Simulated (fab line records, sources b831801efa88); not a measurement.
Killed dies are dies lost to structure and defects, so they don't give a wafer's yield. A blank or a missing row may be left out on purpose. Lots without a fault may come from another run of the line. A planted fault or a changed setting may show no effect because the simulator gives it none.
Chamber matching | flow gf180mcu | GF_V2_ETCH_16 on rie_diel-01: 4 sister chambers
The step etches BARC in N2/H2. 7 wafers are shown with their chamber, then 8 later ones without.

WAFERS WITH THEIR CHAMBER
wafer  | chamber | drypump_motor_current_A (A) | oes_product_au (a.u.)
L075.3 | 0       | 5.5                         | 0.861
L083.3 | 1       | 6.5                         | 0.862
L083.4 | 3       | 5.1                         | 0.853
L084.1 | 2       | 5.4                         | 0.850
L084.4 | 3       | 5.1                         | 0.854
L084.6 | 2       | 5.5                         | 0.853
L087.1 | 1       | 6.5                         | 0.853

WAFERS WITHOUT THEIR CHAMBER
wafer  | drypump_motor_current_A (A) | oes_product_au (a.u.)
L087.2 | 5.4                         | 0.847
L087.3 | 5.1                         | 0.852
L087.4 | 5.5                         | 0.861
L087.5 | 5.5                         | 0.854
L087.6 | 5.1                         | 0.856
L093.1 | 5.1                         | 0.862
L093.2 | 5.5                         | 0.861
L093.6 | 5.5                         | 0.858

WHICH CHAMBER EACH WENT THROUGH
wafer  | from the rows above     | in truth
L087.2 | 2                       | 2
L087.3 | 3                       | 3
L087.4 | 0                       | 0
L087.5 | can't be placed: 2 or 0 | 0
L087.6 | 3                       | 3
L093.1 | 3                       | 3
L093.2 | 0                       | 0
L093.6 | can't be placed: 0 or 2 | 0
Placed correctly: 6 of 8. Can't be placed from these rows: 2 (the true chamber is among the candidates in 2). Placed wrongly: 0.
How it was worked out, from the rows above alone: a wafer's distance from a chamber is the root of the sum, over the readings, of the square of ((its reading less the chamber's mean) divided by the reading's scatter). The wafer belongs to the nearest chamber; if the next one is less than 2 further off, it can't be placed. A chamber's mean is the mean of its shown wafers. The scatter: the root of (the sum of the squares of (reading less its chamber's mean) over the shown wafers, divided by (wafers less chambers)).
